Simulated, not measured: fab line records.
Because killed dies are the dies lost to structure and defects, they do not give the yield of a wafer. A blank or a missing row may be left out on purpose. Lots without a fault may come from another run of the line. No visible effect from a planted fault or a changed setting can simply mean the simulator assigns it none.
Matching of chambers || flow gf180mcu || 4 sister chambers for GF_V5_CMP_04 on cmp-02
The step polishes SiO2. 18 wafers are shown with their chamber, then 9 later ones without.

## EACH WAFER AND ITS CHAMBER
{"wafer": "L950.2", "chamber": 0, "motor-current-A (A)": 12.1}
{"wafer": "L950.5", "chamber": 3, "motor-current-A (A)": 11.7}
{"wafer": "L950.6", "chamber": 2, "motor-current-A (A)": 15.7}
{"wafer": "L952.2", "chamber": 0, "motor-current-A (A)": 12.3}
{"wafer": "L952.3", "chamber": 2, "motor-current-A (A)": 15.3}
{"wafer": "L952.5", "chamber": 2, "motor-current-A (A)": 14.6}
{"wafer": "L956.2", "chamber": 1, "motor-current-A (A)": 12.9}
{"wafer": "L956.3", "chamber": 2, "motor-current-A (A)": 15.6}
{"wafer": "L956.5", "chamber": 1, "motor-current-A (A)": 12.1}
{"wafer": "L958.2", "chamber": 0, "motor-current-A (A)": 12.8}
{"wafer": "L958.3", "chamber": 2, "motor-current-A (A)": 16.9}
{"wafer": "L958.6", "chamber": 0, "motor-current-A (A)": 12.1}
{"wafer": "L959.1", "chamber": 0, "motor-current-A (A)": 11.7}
{"wafer": "L959.3", "chamber": 3, "motor-current-A (A)": 12.2}
{"wafer": "L959.4", "chamber": 1, "motor-current-A (A)": 11.9}
{"wafer": "L961.2", "chamber": 0, "motor-current-A (A)": 13.3}
{"wafer": "L961.4", "chamber": 2, "motor-current-A (A)": 15.9}
{"wafer": "L961.6", "chamber": 0, "motor-current-A (A)": 12.4}

SIGNATURES (means of the wafers above)
{"reading": "motor-current-A", "chamber 0": 12.386, "chamber 1": 12.300, "chamber 2": 15.667, "chamber 3": 11.950, "scatter within a chamber": 0.609}
Rule: distance of a wafer from a chamber = root of the sum over the readings of ((wafer's reading minus chamber's mean) / reading's scatter) squared. If the next closest chamber is less than 2 further off than the closest, the wafer can't be placed; otherwise it belongs to the closest. The scatter: the root of (the sum of the squares of (reading less its chamber's mean) over the shown wafers, divided by (wafers less chambers)).

## WAFERS MISSING THEIR CHAMBER
{"wafer": "L962.3", "motor-current-A (A)": 12.6}
{"wafer": "L962.5", "motor-current-A (A)": 15.4}
{"wafer": "L962.6", "motor-current-A (A)": 12.3}
{"wafer": "L965.3", "motor-current-A (A)": 12.8}
{"wafer": "L965.4", "motor-current-A (A)": 12.4}
{"wafer": "L965.5", "motor-current-A (A)": 15.4}
{"wafer": "L966.2", "motor-current-A (A)": 12.5}
{"wafer": "L966.3", "motor-current-A (A)": 15.8}
{"wafer": "L966.5", "motor-current-A (A)": 16.0}

## CHAMBER TAKEN BY EACH
{"wafer": "L962.3", "from the rows above": "can't be placed: 0 or 1 or 3", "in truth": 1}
{"wafer": "L962.5", "from the rows above": 2, "in truth": 2}
{"wafer": "L962.6", "from the rows above": "can't be placed: 1 or 0 or 3", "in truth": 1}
{"wafer": "L965.3", "from the rows above": "can't be placed: 0 or 1 or 3", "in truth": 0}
{"wafer": "L965.4", "from the rows above": "can't be placed: 0 or 1 or 3", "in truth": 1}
{"wafer": "L965.5", "from the rows above": 2, "in truth": 2}
{"wafer": "L966.2", "from the rows above": "can't be placed: 0 or 1 or 3", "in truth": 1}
{"wafer": "L966.3", "from the rows above": 2, "in truth": 2}
{"wafer": "L966.5", "from the rows above": 2, "in truth": 2}
Correctly placed: 4 of 9. Not placeable from these rows: 5 (in 5, the candidates include the true chamber). Number placed wrongly: 0.
